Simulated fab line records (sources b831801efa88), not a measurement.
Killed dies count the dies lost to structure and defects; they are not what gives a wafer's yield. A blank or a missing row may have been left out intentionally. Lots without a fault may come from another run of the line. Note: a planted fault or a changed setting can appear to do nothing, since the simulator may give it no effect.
Which tool is to blame?    flow sky130    6 lots, 18 wafers sampled, at 1 step of a route of 708

## WHAT THE GAUGES SHOWED, per wafer
SKY_LDD_P_OVL_MEAS_08.
lot   measured      on          LDD_P_OVL (nm)
L503  day 19 20:22  overlay-01  -0.5 -0.6 0.4
L506  day 22 00:44  overlay-01  1.2 -0.3 -1.9
L510  day 22 12:19  overlay-01  -0.7 0.0 0.5
L519  day 25 15:26  overlay-01  -2.9 -1.9 -2.7
L521  day 26 13:43  overlay-02  2.2 0.9 2.4
L524  day 27 12:16  overlay-01  -0.1 -0.1 0.7

## TOOL THAT RAN EACH LOT (tool first, then ch and the chambers of the sampled wafers, then the start)
There is no process step in the record ahead of these readings.

## THE ANSWER, worked out from the rows above alone
Rule: what is usual is taken from the lots themselves. The widest of any qualifying gaps counts: lots, ordered by their means at a reading, are off when they make up no more than a third of the lots, leave a main group of 4 or more, and stand apart from it by 3 or more times the standard deviation of that group's means. A main group is skipped when, at the precision printed for the reading in the tables above, its means are all equal. A lot without any number at a reading at which 4 lots or more have one is off too. All remaining lots with rows at the step are treated as sound.
No lot is off at any reading shown: from this, nothing can be told.

## WHAT THE SIMULATOR PUT IN
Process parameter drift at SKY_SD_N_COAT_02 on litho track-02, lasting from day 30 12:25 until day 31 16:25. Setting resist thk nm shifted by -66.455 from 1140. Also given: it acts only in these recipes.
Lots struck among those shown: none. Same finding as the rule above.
